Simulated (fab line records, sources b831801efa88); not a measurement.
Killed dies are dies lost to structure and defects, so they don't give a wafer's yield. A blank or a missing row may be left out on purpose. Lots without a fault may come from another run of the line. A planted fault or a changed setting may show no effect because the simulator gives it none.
fab line records | flow gf180mcu
record lots=5 wafers=15 last_day=33
route steps=602 shown V3@443 M4@456 V4@476
lots that met no fault: from a run of the same line without faults
start_h: hours from the record's first day to the start of the lot's first wafer shown | wait_h: hours since the lot's step before | " the same as in the row above | L1.1+2: a row that stands for several wafers | - no value, or no start given | * or withheld: withheld | < > ~ a bound
route shown NAME@n: a module of which the file shows steps, and the number in the route of the first | usual: mean/standard deviation of fault-free wafers | same: alike in all rows | chamber/n: place in a boat | sites: the reading at each site | _std_site: their standard deviation | _edge_site: outer sites' mean less inner sites' | radius_mm: how far each site lies from the wafer's centre | mask NAME#n: copy n | behind: the tool/chamber that last shaped the wafer | hold: why the lot was held/for how many hours/how that ended | device: the transistor (n, p or np) that didn't switch | end of line: the same wafers' tests at the end of the route | a step without rows: its recipe alone | killed: dies lost to structure and defects at the first sort, not the wafer's yield | map: a wafer's dies, x killed, . not, _ none there
set.NAME: the setting as run; set.NAME@STEP: as run at that earlier step | model.NAME: the simulator's own value behind a step, which no gauge read
lots at some steps of the route; a table a step, a row a wafer
services: from which hour (start_h, from the record's first day; less than 0 if before it) a tool's chamber was out of use, for how many hours, and why
## steps
# step GF_V3_CD_MEAS_14
# recipe target_cd_nm=260
# usual cd_nm=260.1/1.3
# columns lot.wafer tool chamber start_h wait_h cd_nm
L075.3 cd_sem-01 - 530.36 0.1 263.0
L075.5 " - " " 262.4
L075.6 " - " " 259.8
L076.1 cd_sem-02 - 536.49 0.1 260.6
L076.2 " - " " 261.8
L076.4 " - " " 261.0
L082.4 cd_sem-01 - 581.81 0.1 259.5
L082.5 " - " " 258.8
L082.6 " - " " 260.1
L084.3 cd_sem-01 - 597.01 0.1 261.5
L084.4 " - " " 258.9
L084.6 " - " " 259.8
L091.3 cd_sem-02 - 647.49 0.1 257.4
L091.4 " - " " 258.0
L091.5 " - " " 257.5
# step GF_V3_OVL_MEAS_15
# usual V3_OVL=0/5
# columns lot.wafer tool chamber start_h wait_h V3_OVL[nm]
L075.3 overlay-01 - 530.45 0.1 1
L075.5 " - " " 0
L075.6 " - " " 1
L076.1 overlay-01 - 536.61 0.1 -6
L076.2 " - " " -3
L076.4 " - " " -4
L082.4 overlay-01 - 581.89 0.1 1
L082.5 " - " " -2
L082.6 " - " " -3
L084.3 overlay-02 - 597.10 0.1 7
L084.4 " - " " 3
L084.6 " - " " 2
L091.3 overlay-02 - 647.58 0.1 8
L091.4 " - " " -2
L091.5 " - " " 4
# step GF_V3_ETCH_16
# recipe chemistry=N2/H2 target_depth_a=withheld overetch_a=withheld time_s=withheld target=BARC ion_energy_ev=200 source_w=500 bias_w=100 pressure_mtorr=30 n2_flow_sccm=100 h2_flow_sccm=200
# usual drypump_motor_current_A=5.7/0.51 oes_product_au=0.855/0.0046 throttle_valve_pct=13.226/0.009
# columns lot.wafer tool chamber start_h wait_h drypump_motor_current_A oes_product_au throttle_valve_pct
L075.3 rie_diel-03 1 530.48 0.0 6.6 0.858 13.235
L075.5 " 0 " " 6.0 0.860 13.215
L075.6 " 1 " " 6.6 0.850 13.234
L076.1 rie_diel-01 1 536.65 0.0 5.3 0.854 13.227
L076.2 " 2 " " 5.3 0.853 13.225
L076.4 " 0 " " 6.1 0.858 13.240
L082.4 rie_diel-03 3 581.91 0.0 4.9 0.862 13.226
L082.5 " 3 " " 4.9 0.854 13.243
L082.6 " 0 " " 6.0 0.854 13.227
L084.3 rie_diel-01 3 597.13 0.0 5.3 0.855 13.233
L084.4 " 2 " " 5.2 0.859 13.216
L084.6 " 2 " " 5.3 0.844 13.227
L091.3 rie_diel-01 3 647.61 0.0 5.4 0.862 13.224
L091.4 " 1 " " 5.3 0.856 13.227
L091.5 " 2 " " 5.3 0.854 13.225
# step GF_V3_ETCH_17
# recipe chemistry=C4F8/O2/Ar mask_material=KrF target=SiO2 stop_on=TiN source_w=1500 bias_w=1200 pressure_mtorr=40 c4f8_flow_sccm=withheld O2_flow_sccm=6 Ar_flow_sccm=300 time_s=withheld target_depth_a=6350
# usual oes_product_au=0.855/0.0048
# columns lot.wafer tool chamber start_h wait_h oes_product_au
L075.3 rie_diel-03 1 - - 0.850
L075.5 " 0 " " 0.860
L075.6 " 1 " " 0.863
L076.1 rie_diel-01 1 - - 0.860
L076.2 " 2 " " 0.859
L076.4 " 0 " " 0.860
L082.4 rie_diel-03 3 - - 0.863
L082.5 " 3 " " 0.842
L082.6 " 0 " " 0.850
L084.3 rie_diel-01 3 - - 0.857
L084.4 " 2 " " 0.854
L084.6 " 2 " " 0.856
L091.3 rie_diel-01 3 - - 0.844
L091.4 " 1 " " 0.848
L091.5 " 2 " " 0.848
# step GF_V3_STRIP_18
# recipe chemistry=O2/N2 power_w=1400 pressure_mtorr=1500 platen_temp_c=250 o2_flow_sccm=3000 n2_flow_sccm=300 overash_fraction=0.5
# usual drypump_motor_current_A=5.8/0.36 heater_power_w=329/39 oes_product_au=0.591/0.0047
# columns lot.wafer tool chamber start_h wait_h drypump_motor_current_A heater_power_w oes_product_au rf_hours_counter_h
L075.3 plasma_asher-01 1 530.64 - 5.6 326 0.593 -
L075.5 " 0 " " 6.4 380 0.587 -
L075.6 " 1 " " 5.6 327 0.590 -
L076.1 plasma_asher-03 0 536.78 - 5.5 326 0.587 90
L076.2 " 1 " " 5.6 285 0.588 90
L076.4 " 0 " " 5.6 314 0.593 -
L082.4 plasma_asher-04 1 582.07 - 5.5 296 0.581 -
L082.5 " 0 " " 6.3 394 0.597 -
L082.6 " 1 " " 5.5 292 0.600 -
L084.3 plasma_asher-03 1 597.29 - 5.6 285 0.593 -
L084.4 " 0 " " 5.5 326 0.586 -
L084.6 " 0 " " 5.6 327 0.587 -
L091.3 plasma_asher-04 0 647.77 - 6.2 392 0.591 -
L091.4 " 1 " " 5.5 295 0.597 -
L091.5 " 0 " " 6.3 410 0.587 -
# step GF_V3_STRIP_19
# recipe chemistry=post_etch_residue_remover time_s=1200 temp_c=72.5
# usual bath_guard_temp_C=72.4/0.41
# same time_s=1200
# columns lot.wafer tool chamber start_h wait_h bath_guard_temp_C
L075.3 wet_bench-03 3 530.71 0.0 72.2
L075.5 " 3 " " 72.1
L075.6 " 3 " " 72.1
L076.1 wet_bench-03 0 536.88 0.1 72.6
L076.2 " 0 " " 72.3
L076.4 " 0 " " 72.2
L082.4 wet_bench-04 1 582.14 0.0 71.8
L082.5 " 1 " " 72.0
L082.6 " 1 " " 71.6
L084.3 wet_bench-03 2 597.35 0.0 73.0
L084.4 " 2 " " 72.9
L084.6 " 2 " " 73.2
L091.3 wet_bench-04 0 647.83 0.0 72.4
L091.4 " 0 " " 72.1
L091.5 " 0 " " 72.9
# step GF_V3_CLEAN_20
# recipe chemistry=DIW dry=n2_spin
# columns lot.wafer tool chamber start_h wait_h
L075.3+5+6 wet_bench-01 3 531.05 0.0
L076.1+2+4 wet_bench-04 0 537.22 0.0
L082.4+5+6 wet_bench-01 3 582.51 0.0
L084.3+4+6 wet_bench-01 3 597.73 0.0
L091.3+4+5 wet_bench-01 1 648.18 0.0
# step GF_V3_SPUTTER_21
# recipe material=Ti target_thk_nm=15 chamber_pressure_pa=5 power_w=2500 substrate_temp_c=200 time_s=80.02
# usual throttle_valve_pct=30.4/0.98
# same time_s=80.02
# columns lot.wafer tool chamber start_h wait_h throttle_valve_pct
L075.3 pvd_sputter-04 - 531.15 0.0 29.8
L075.5 " - " " 32.6
L075.6 " - " " 28.9
L076.1 pvd_sputter-04 - 537.31 0.0 32.5
L076.2 " - " " 30.0
L076.4 " - " " 29.9
L082.4 pvd_sputter-01 - 582.60 0.0 29.6
L082.5 " - " " 29.1
L082.6 " - " " 29.4
L084.3 pvd_sputter-02 - 597.82 0.0 30.5
L084.4 " - " " 31.1
L084.6 " - " " 31.1
L091.3 pvd_sputter-02 - 648.27 0.0 30.9
L091.4 " - " " 30.1
L091.5 " - " " 30.1
# step GF_V3_SPUTTER_22
# recipe material=TiN target_thk_nm=10 chamber_pressure_pa=5 power_w=4000 time_s=40
# usual throttle_valve_pct=30.4/1
# same time_s=40
# columns lot.wafer tool chamber start_h wait_h throttle_valve_pct
L075.3 pvd_sputter-04 - 531.21 0.0 29.9
L075.5 " - " " 32.4
L075.6 " - " " 28.9
L076.1 pvd_sputter-04 - 537.37 0.0 32.7
L076.2 " - " " 29.8
L076.4 " - " " 29.9
L082.4 pvd_sputter-01 - 582.66 0.0 29.7
L082.5 " - " " 29.8
L082.6 " - " " 29.5
L084.3 pvd_sputter-02 - 597.88 0.0 30.2
L084.4 " - " " 31.4
L084.6 " - " " 31.2
L091.3 pvd_sputter-02 - 648.33 0.0 31.0
L091.4 " - " " 30.0
L091.5 " - " " 30.5
# step GF_V3_CVD_23
# recipe material=W target_thk_nm=350 time_s=104.9 temp_c=400 pressure_torr=40
# usual heater_power_w=906/79
# same time_s=104.9
# columns lot.wafer tool chamber start_h wait_h heater_power_w
L075.3 cvd_w-02 0 531.29 0.1 993
L075.5 " 1 " " 865
L075.6 " 0 " " 943
L076.1 cvd_w-02 1 537.41 0.0 909
L076.2 " 0 " " 980
L076.4 " 1 " " 927
L082.4 cvd_w-01 1 582.74 0.1 903
L082.5 " 1 " " 941
L082.6 " 0 " " 757
L084.3 cvd_w-02 0 597.96 0.1 979
L084.4 " 1 " " 913
L084.6 " 1 " " 921
L091.3 cvd_w-01 1 648.41 0.1 911
L091.4 " 0 " " 776
L091.5 " 1 " " 929
# step GF_V3_RS_MEAS_24
# recipe thk_meas_gauge=four-point-probe reads=W_of_V3_CVD_23+TiN_of_V3_SPUTTER_22+Ti_of_V3_SPUTTER_21
# usual V3_W_RS=0.326/0.0046
# columns lot.wafer tool chamber start_h wait_h V3_W_RS[ohm/sq]
L075.3 film_metro-01 - 531.40 0.1 0.318
L075.5 " - " " 0.326
L075.6 " - " " 0.316
L076.1 film_metro-02 - 537.52 0.1 0.330
L076.2 " - " " 0.320
L076.4 " - " " 0.333
L082.4 film_metro-01 - 582.87 0.1 0.321
L082.5 " - " " 0.323
L082.6 " - " " 0.321
L084.3 film_metro-01 - 598.07 0.1 0.327
L084.4 " - " " 0.327
L084.6 " - " " 0.331
L091.3 film_metro-02 - 648.52 0.1 0.327
L091.4 " - " " 0.326
L091.5 " - " " 0.329
# step GF_V3_THK_MEAS_25
# recipe thk_meas_gauge=xrf reads=W_of_V3_CVD_23
# usual V3_W_THK=353/5.2
# columns lot.wafer tool chamber start_h wait_h V3_W_THK[nm]
L075.3 film_metro-01 - 531.50 0.1 359
L075.5 " - " " 350
L075.6 " - " " 362
L076.1 film_metro-02 - 537.64 0.1 353
L076.2 " - " " 366
L076.4 " - " " 348
L082.4 film_metro-01 - 582.96 0.1 357
L082.5 " - " " 354
L082.6 " - " " 356
L084.3 film_metro-01 - 598.17 0.1 350
L084.4 " - " " 349
L084.6 " - " " 349
L091.3 film_metro-02 - 648.62 0.1 358
L091.4 " - " " 357
L091.5 " - " " 353
# step GF_V3_CMP_26
# recipe stop_on=SiO2 down_force_psi=3.5 platen_rpm=60 t_overpolish_s=15 target_thk_nm=0 pad_velocity_m_s=0.94248
# usual motor_current_A=11.1/1.1 overpolish_run_s=15.000/0.0087 time_to_endpoint_s=83/5
# columns lot.wafer tool chamber start_h wait_h motor_current_A overpolish_run_s time_to_endpoint_s
L075.3 cmp-02 2 531.59 0.1 10.9 14.993 91
L075.5 " 1 " " 13.1 14.979 86
L075.6 " 2 " " 10.6 15.009 86
L076.4 cmp-02 0 537.75 0.1 12.2 15.000 81
L076.1 " 1 " " 13.0 15.013 89
L076.2 " 2 " " 11.0 15.015 89
L082.4 cmp-01 2 583.09 0.1 10.4 15.005 80
L082.6 " 0 " " 10.8 15.005 87
L082.5 " 1 " " 11.1 15.006 75
L084.3 cmp-02 3 598.21 0.0 10.0 15.004 84
L084.4 " 1 " " 13.0 14.995 91
L084.6 " 3 " " 10.0 14.983 87
L091.3 cmp-02 0 648.66 0.0 12.3 15.007 81
L091.4 " 1 " " 13.2 15.008 87
L091.5 " 0 " " 11.9 14.993 78
# step GF_M4_SPUTTER_00
# recipe material=Ti target_thk_nm=37.5 arriving_ion_energy_ev=80 substrate_temp_c=200 chamber_pressure_pa=2 power_w=4000 time_s=150
# usual throttle_valve_pct=30.3/1.1
# same time_s=150
# columns lot.wafer tool chamber start_h wait_h throttle_valve_pct
L075.3 pvd_sputter-03 - 531.84 0.2 30.7
L075.5 " - " " 30.5
L075.6 " - " " 29.5
L076.1 pvd_sputter-02 - 538.00 0.1 30.2
L076.2 " - " " 31.2
L076.4 " - " " 31.1
L082.4 pvd_sputter-02 - 583.29 0.1 30.0
L082.5 " - " " 31.2
L082.6 " - " " 30.0
L084.3 pvd_sputter-04 - 598.51 0.2 29.1
L084.4 " - " " 29.8
L084.6 " - " " 30.2
L091.3 pvd_sputter-03 - 648.96 0.2 28.3
L091.4 " - " " 31.3
L091.5 " - " " 31.4
# step GF_M4_SPUTTER_01
# recipe material=TiN target_thk_nm=30 power_w=6500 time_s=25 chamber_pressure_pa=0.4
# usual throttle_valve_pct=30.4/1.1
# same time_s=25
# columns lot.wafer tool chamber start_h wait_h throttle_valve_pct
L075.3 pvd_sputter-03 - 531.94 0.1 30.8
L075.5 " - " " 30.4
L075.6 " - " " 29.6
L076.1 pvd_sputter-02 - 538.10 0.1 30.1
L076.2 " - " " 31.1
L076.4 " - " " 31.1
L082.4 pvd_sputter-02 - 583.39 0.1 30.2
L082.5 " - " " 31.1
L082.6 " - " " 30.1
L084.3 pvd_sputter-04 - 598.61 0.1 28.8
L084.4 " - " " 30.0
L084.6 " - " " 30.0
L091.3 pvd_sputter-03 - 649.06 0.1 28.3
L091.4 " - " " 31.5
L091.5 " - " " 31.5
# step GF_M4_SPUTTER_02
# recipe material=AlCu target_thk_nm=450 power_w=10600 time_s=23.9 chamber_pressure_pa=0.4
# usual throttle_valve_pct=30.4/1.1
# same time_s=23.9
# columns lot.wafer tool chamber start_h wait_h throttle_valve_pct
L075.3 pvd_sputter-03 - 531.97 0.0 30.7
L075.5 " - " " 30.7
L075.6 " - " " 29.6
L076.1 pvd_sputter-02 - 538.14 0.0 30.3
L076.2 " - " " 31.4
L076.4 " - " " 31.4
L082.4 pvd_sputter-02 - 583.42 0.0 30.1
L082.5 " - " " 31.3
L082.6 " - " " 29.9
L084.3 pvd_sputter-04 - 598.64 0.0 29.0
L084.4 " - " " 30.0
L084.6 " - " " 29.9
L091.3 pvd_sputter-03 - 649.09 0.0 28.5
L091.4 " - " " 31.2
L091.5 " - " " 31.3
# step GF_M4_SPUTTER_03
# recipe material=Ti target_thk_nm=10 substrate_temp_c=300 chamber_pressure_pa=0.3 power_w=3000 time_s=6.7
# usual throttle_valve_pct=30.4/1.1
# same time_s=6.7
# columns lot.wafer tool chamber start_h wait_h throttle_valve_pct
L075.3 pvd_sputter-03 - 532.00 0.0 30.7
L075.5 " - " " 31.0
L075.6 " - " " 29.7
L076.1 pvd_sputter-02 - 538.17 0.0 30.1
L076.2 " - " " 31.1
L076.4 " - " " 31.2
L082.4 pvd_sputter-02 - 583.45 0.0 30.0
L082.5 " - " " 31.4
L082.6 " - " " 30.2
L084.3 pvd_sputter-04 - 598.67 0.0 28.9
L084.4 " - " " 30.0
L084.6 " - " " 30.1
L091.3 pvd_sputter-03 - 649.12 0.0 28.5
L091.4 " - " " 31.4
L091.5 " - " " 31.3
# step GF_M4_SPUTTER_04
# recipe material=TiN target_thk_nm=50 power_w=6500 time_s=41.7 chamber_pressure_pa=0.4
# usual throttle_valve_pct=30.4/1.1
# same time_s=41.7
# columns lot.wafer tool chamber start_h wait_h throttle_valve_pct
L075.3 pvd_sputter-03 - 532.02 0.0 30.8
L075.5 " - " " 30.8
L075.6 " - " " 29.3
L076.1 pvd_sputter-02 - 538.19 0.0 30.2
L076.2 " - " " 31.1
L076.4 " - " " 31.3
L082.4 pvd_sputter-02 - 583.47 0.0 30.0
L082.5 " - " " 31.2
L082.6 " - " " 30.1
L084.3 pvd_sputter-04 - 598.69 0.0 28.8
L084.4 " - " " 30.0
L084.6 " - " " 29.9
L091.3 pvd_sputter-03 - 649.14 0.0 28.5
L091.4 " - " " 31.3
L091.5 " - " " 31.3
# step GF_M4_RS_MEAS_05
# recipe thk_meas_gauge=four-point-probe reads=TiN_of_M4_SPUTTER_04+Ti_of_M4_SPUTTER_03+AlCu_of_M4_SPUTTER_02+TiN_of_M4_SPUTTER_01+Ti_of_M4_SPUTTER_00
# usual M4_ALCU_RS=0.0695/0.00097
# columns lot.wafer tool chamber start_h wait_h M4_ALCU_RS[ohm/sq]
L075.3 film_metro-02 - 532.10 0.1 0.0695
L075.5 " - " " 0.0696
L075.6 " - " " 0.0697
L076.1 film_metro-02 - 538.23 0.0 0.0721
L076.2 " - " " 0.0706
L076.4 " - " " 0.0706
L082.4 film_metro-02 - 583.57 0.1 0.0704
L082.5 " - " " 0.0699
L082.6 " - " " 0.0716
L084.3 film_metro-02 - 598.77 0.1 0.0688
L084.4 " - " " 0.0700
L084.6 " - " " 0.0698
L091.3 film_metro-03 - 649.22 0.1 0.0670
L091.4 " - " " 0.0682
L091.5 " - " " 0.0677
# step GF_M4_THK_MEAS_06
# recipe thk_meas_gauge=xrf reads=AlCu_of_M4_SPUTTER_02
# usual M4_ALCU_THK=444/6.4
# columns lot.wafer tool chamber start_h wait_h M4_ALCU_THK[nm]
L075.3 film_metro-02 - 532.20 0.1 445
L075.5 " - " " 444
L075.6 " - " " 442
L076.1 film_metro-02 - 538.35 0.1 425
L076.2 " - " " 435
L076.4 " - " " 439
L082.4 film_metro-02 - 583.66 0.1 434
L082.5 " - " " 442
L082.6 " - " " 430
L084.3 film_metro-02 - 598.87 0.1 449
L084.4 " - " " 439
L084.6 " - " " 439
L091.3 film_metro-03 - 649.32 0.1 461
L091.4 " - " " 453
L091.5 " - " " 455
# step GF_M4_DEHYDRATE_07
# recipe temp_c=200 time_s=60
# usual plate_temp_C=199.97/0.18
# same time_s=60
# columns lot.wafer tool chamber start_h wait_h plate_temp_C
L075.3 litho_track-01 0 542.80 10.6 200.11
L075.5 " 0 " " 200.40
L075.6 " 0 " " 200.04
L076.1 litho_track-01 0 548.80 10.4 200.33
L076.2 " 0 " " 200.09
L076.4 " 0 " " 200.09
L082.4 litho_track-04 0 593.44 9.8 199.91
L082.5 " 0 " " 200.00
L082.6 " 0 " " 200.02
L084.3 litho_track-02 0 608.63 9.8 199.93
L084.4 " 0 " " 200.20
L084.6 " 0 " " 200.03
L091.3 litho_track-01 0 658.30 9.0 200.22
L091.4 " 0 " " 200.09
L091.5 " 0 " " 200.26
# step GF_M4_HMDS_08
# recipe prime_time_s=60 prime_temp_c=120
# columns lot.wafer tool chamber start_h wait_h
L075.3+5+6 litho_track-01 0 542.95 0.1
L076.1+2+4 litho_track-01 0 548.95 0.1
L082.4+5+6 litho_track-04 0 593.59 0.1
L084.3+4+6 litho_track-02 0 608.78 0.1
L091.3+4+5 litho_track-01 0 658.45 0.1
# step GF_M4_COAT_09
# recipe resist=KrF spin_rpm=withheld resist_thk_nm=1000
# columns lot.wafer tool chamber start_h wait_h
L075.3+5+6 litho_track-01 0 543.10 0.1
L076.1+2+4 litho_track-01 0 549.10 0.1
L082.4+5+6 litho_track-04 0 593.74 0.1
L084.3+4+6 litho_track-02 0 608.93 0.1
L091.3+4+5 litho_track-01 0 658.60 0.1
# step GF_M4_SOFTBAKE_10
# recipe temp_c=130 time_s=60 resist=KrF
# usual plate_temp_C=129.99/0.15
# same time_s=60
# columns lot.wafer tool chamber start_h wait_h plate_temp_C
L075.3 litho_track-01 0 543.25 0.1 130.21
L075.5 " 0 " " 130.02
L075.6 " 0 " " 130.21
L076.1 litho_track-01 0 549.25 0.1 130.04
L076.2 " 0 " " 130.20
L076.4 " 0 " " 130.01
L082.4 litho_track-04 0 593.89 0.1 129.87
L082.5 " 0 " " 129.89
L082.6 " 0 " " 129.91
L084.3 litho_track-02 0 609.08 0.1 129.95
L084.4 " 0 " " 130.13
L084.6 " 0 " " 129.89
L091.3 litho_track-01 0 658.75 0.1 130.03
L091.4 " 0 " " 130.07
L091.5 " 0 " " 129.89
# step GF_M4_EXPOSE_11
# recipe mask_id=Metal4 target_cd_nm=280 na=0.68 source_shape=conventional sigma_outer=0.6 dose_mj=28
# usual stage_vel_mm_s=500.02/0.22
# same sigma_outer=0.6
# columns lot.wafer tool chamber start_h wait_h mask stage_vel_mm_s
L075.3 krf_scanner-02 0 - - Metal4#0 499.84
L075.5 " 0 " " Metal4#0 500.06
L075.6 " 0 " " Metal4#0 500.06
L076.1 krf_scanner-01 0 - - Metal4#0 500.15
L076.2 " 0 " " Metal4#0 499.96
L076.4 " 0 " " Metal4#0 499.84
L082.4 krf_scanner-01 0 - - Metal4#0 500.25
L082.5 " 0 " " Metal4#0 500.03
L082.6 " 0 " " Metal4#0 500.61
L084.3 krf_scanner-02 0 - - Metal4#0 499.78
L084.4 " 0 " " Metal4#0 499.71
L084.6 " 0 " " Metal4#0 499.75
L091.3 krf_scanner-01 0 - - Metal4#0 499.96
L091.4 " 0 " " Metal4#0 500.15
L091.5 " 0 " " Metal4#0 499.89
# step GF_M4_PEB_12
# recipe peb_temp_c=135 peb_time_s=90 resist=KrF
# usual plate_temp_C=134.99/0.14
# columns lot.wafer tool chamber start_h wait_h plate_temp_C
L075.3 litho_track-01 0 - - 134.82
L075.5 " 0 " " 134.97
L075.6 " 0 " " 134.88
L076.1 litho_track-01 0 - - 134.96
L076.2 " 0 " " 135.19
L076.4 " 0 " " 135.06
L082.4 litho_track-04 0 - - 134.98
L082.5 " 0 " " 134.73
L082.6 " 0 " " 135.07
L084.3 litho_track-02 0 - - 135.09
L084.4 " 0 " " 134.79
L084.6 " 0 " " 134.92
L091.3 litho_track-02 0 - - 135.00
L091.4 " 0 " " 134.94
L091.5 " 0 " " 135.04
# step GF_M4_DEVELOP_13
# recipe develop_time_s=60 dev_temp_c=21
# same develop_time_s=60
# columns lot.wafer tool chamber start_h wait_h
L075.3+5+6 litho_track-01 0 554.05 0.1
L076.1+2+4 litho_track-01 0 560.90 0.2
L082.4+5+6 litho_track-04 0 604.59 0.1
L084.3+4+6 litho_track-02 0 619.18 0.1
L091.3+4+5 litho_track-02 0 668.08 0.1
# step GF_M4_CD_MEAS_14
# recipe target_cd_nm=280
# usual cd_nm=279.7/0.93
# columns lot.wafer tool chamber start_h wait_h cd_nm
L075.3 cd_sem-01 - 554.19 0.1 280.0
L075.5 " - " " 279.7
L075.6 " - " " 281.1
L076.1 cd_sem-02 - 561.05 0.1 280.1
L076.2 " - " " 279.4
L076.4 " - " " 279.9
L082.4 cd_sem-01 - 604.73 0.1 278.8
L082.5 " - " " 279.1
L082.6 " - " " 279.3
L084.3 cd_sem-01 - 619.32 0.1 281.0
L084.4 " - " " 280.0
L084.6 " - " " 280.6
L091.3 cd_sem-02 - 668.22 0.1 281.1
L091.4 " - " " 279.1
L091.5 " - " " 280.4
# step GF_M4_OVL_MEAS_15
# usual M4_OVL=2/6
# columns lot.wafer tool chamber start_h wait_h M4_OVL[nm]
L075.3 overlay-02 - 554.28 0.1 -1
L075.5 " - " " 1
L075.6 " - " " 1
L076.1 overlay-02 - 561.17 0.1 6
L076.2 " - " " 0
L076.4 " - " " -1
L082.4 overlay-01 - 604.81 0.1 6
L082.5 " - " " -10
L082.6 " - " " -1
L084.3 overlay-01 - 619.42 0.1 1
L084.4 " - " " 1
L084.6 " - " " 2
L091.3 overlay-01 - 668.32 0.1 0
L091.4 " - " " 6
L091.5 " - " " -6
# step GF_M4_METAL_ETCH_16
# recipe chemistry=Cl2/BCl3 mask_material=KrF target_depth_nm=750.8 stop_on=SiO2 pressure_mtorr=8 icp_w=800 bias_w=140 Cl2_flow_sccm=80 bcl3_flow_sccm=40 time_s=125.1
# usual drypump_motor_current_A=5.7/0.35 mfc_cl2_sccm=79.99/0.23 oes_product_au=0.987/0.0073 throttle_valve_pct=28.233/0.011
# same time_s=125.1
# columns lot.wafer tool chamber start_h wait_h drypump_motor_current_A mfc_cl2_sccm oes_product_au rf_hours_counter_h throttle_valve_pct
L075.3 rie_metal-03 0 554.35 0.1 5.4 79.60 0.983 - 28.259
L075.5 " 1 " " 5.0 80.40 0.985 - 28.246
L075.6 " 0 " " 5.4 80.20 0.977 - 28.238
L076.1 rie_metal-04 0 561.21 0.0 5.9 79.77 0.987 0 28.225
L076.2 " 1 " " 5.4 79.90 0.980 2 28.229
L076.4 " 1 " " 5.4 80.02 0.984 - 28.256
L082.4 rie_metal-02 0 604.87 0.1 6.1 79.93 0.993 - 28.244
L082.5 " 1 " " 5.6 80.35 0.996 - 28.222
L082.6 " 0 " " 6.1 79.87 0.986 - 28.251
L084.3 rie_metal-02 0 619.48 0.1 6.0 79.89 0.991 - 28.243
L084.4 " 1 " " 5.6 79.77 0.997 - 28.231
L084.6 " 1 " " 5.6 79.52 0.995 - 28.236
L091.3 rie_metal-02 0 668.43 0.1 6.0 80.23 0.983 - 28.240
L091.4 " 0 " " 6.1 79.55 0.995 - 28.236
L091.5 " 0 " " 6.1 79.32 0.994 - 28.230
# step GF_M4_STRIP_17
# recipe chemistry=O2/N2 power_w=1400 pressure_mtorr=1500 platen_temp_c=250 o2_flow_sccm=3000 n2_flow_sccm=300 overash_fraction=0.5
# usual drypump_motor_current_A=5.8/0.32 heater_power_w=340/49 oes_product_au=0.538/0.005 strip_time_to_endpoint_s=7.40/0.064
# columns lot.wafer tool chamber start_h wait_h drypump_motor_current_A heater_power_w oes_product_au rf_hours_counter_h strip_time_to_endpoint_s
L075.3 plasma_asher-04 1 554.47 0.1 5.5 295 0.539 - 7.45
L075.5 " 1 " " 5.5 300 0.533 - 7.36
L075.6 " 0 " " 6.2 409 0.537 - 7.45
L076.1 plasma_asher-04 0 561.34 0.1 6.3 385 0.546 79 7.38
L076.2 " 1 " " 5.5 298 0.537 79 7.46
L076.4 " 0 " " 6.2 396 0.539 - 7.42
L082.4 plasma_asher-03 1 604.99 0.1 5.6 288 0.529 - 7.36
L082.5 " 1 " " 5.6 287 0.541 - 7.25
L082.6 " 0 " " 5.5 326 0.538 - 7.41
L084.3 plasma_asher-03 1 619.60 0.1 5.7 281 0.544 - 7.52
L084.4 " 0 " " 5.6 329 0.535 - 7.36
L084.6 " 1 " " 5.6 280 0.533 - 7.40
L091.3 plasma_asher-03 1 668.63 0.2 5.6 288 0.539 - 7.42
L091.4 " 0 " " 5.5 324 0.538 - 7.40
L091.5 " 1 " " 5.7 282 0.538 - 7.41
# step GF_M4_STRIP_18
# recipe chemistry=post_etch_residue_remover time_s=1200 temp_c=72.5
# usual bath_guard_temp_C=72.4/0.6
# same time_s=1200
# columns lot.wafer tool chamber start_h wait_h bath_guard_temp_C
L075.3 wet_bench-01 1 554.54 0.0 72.7
L075.5 " 1 " " 72.2
L075.6 " 1 " " 72.5
L076.1 wet_bench-01 3 561.44 0.1 71.5
L076.2 " 3 " " 71.8
L076.4 " 3 " " 71.7
L082.4 wet_bench-04 0 605.05 0.0 72.4
L082.5 " 0 " " 72.8
L082.6 " 0 " " 72.5
L084.3 wet_bench-02 3 619.67 0.0 72.9
L084.4 " 3 " " 72.8
L084.6 " 3 " " 73.5
L091.3 wet_bench-02 2 668.70 0.0 72.5
L091.4 " 2 " " 72.0
L091.5 " 2 " " 72.2
# step GF_M4_CLEAN_19
# recipe chemistry=DIW dry=n2_spin
# columns lot.wafer tool chamber start_h wait_h
L075.3+5+6 wet_bench-04 0 554.91 0.0
L076.1+2+4 wet_bench-04 2 561.78 0.0
L082.4+5+6 wet_bench-01 2 605.40 0.0
L084.3+4+6 wet_bench-01 3 620.04 0.0
L091.3+4+5 wet_bench-01 1 669.07 0.0
# step GF_V4_CVD_00
# recipe material=SiO2 target_thk_nm=600 sigma_open_frac=0.3 temp_c=400 time_s=100 sih4_flow_sccm=60 pressure_mtorr=6
# same time_s=100
# columns lot.wafer tool chamber start_h wait_h
L075.3+5+6 hdpcvd-02 1,0,2 555.00 0.0
L076.1+2+4 hdpcvd-01 2,1,1 561.87 0.0
L082.4+5+6 hdpcvd-02 1,0,2 605.52 0.0
L084.3+4+6 hdpcvd-01 0,1,0 620.13 0.0
L091.3+4+5 hdpcvd-02 2,0,1 669.16 0.0
# step GF_V4_THK_MEAS_01
# recipe reads=SiO2_of_V4_CVD_00
# usual V4_CVD_00_THK=602/7.3
# columns lot.wafer tool chamber start_h wait_h V4_CVD_00_THK[nm]
L075.3 film_metro-03 - 555.09 0.1 604
L075.5 " - " " 613
L075.6 " - " " 598
L076.1 film_metro-04 - 561.94 0.0 594
L076.2 " - " " 595
L076.4 " - " " 603
L082.4 film_metro-03 - 605.59 0.0 596
L082.5 " - " " 607
L082.6 " - " " 596
L084.3 film_metro-04 - 620.23 0.1 614
L084.4 " - " " 614
L084.6 " - " " 601
L091.3 film_metro-01 - 669.25 0.1 588
L091.4 " - " " 614
L091.5 " - " " 607
## services
# columns tool chamber start_h hours kind
pvd_sputter-02 - 508.38 2.3 repair
cvd_w-02 - 513.45 6.9 pm
plasma_asher-03 - 513.91 1.2 repair
rie_metal-02 1 537.18 15.5 repair
hdpcvd-02 - 539.25 15.0 pm
pvd_sputter-04 - 541.57 3.5 repair
wet_bench-03 - 546.04 0.6 repair
pvd_sputter-03 - 549.36 12.6 repair
krf_scanner-01 - 558.74 4.0 pm
plasma_asher-03 - 559.58 9.3 repair
rie_diel-03 - 562.50 1.5 repair
krf_scanner-01 - 563.79 0.9 repair
rie_diel-01 - 566.53 1.0 repair
rie_diel-01 0 568.81 5.8 repair
cmp-02 - 572.12 4.0 pm
rie_diel-03 - 573.17 1.2 repair
pvd_sputter-03 - 583.22 0.8 repair
pvd_sputter-04 - 603.51 2.1 repair
cmp-02 - 612.42 5.3 pm
cmp-02 - 624.60 1.0 repair
plasma_asher-03 - 624.66 2.8 pm
wet_bench-04 - 640.33 1.0 repair
rie_diel-03 1 655.16 5.5 repair
pvd_sputter-04 - 668.96 2.1 repair
## key
fault none
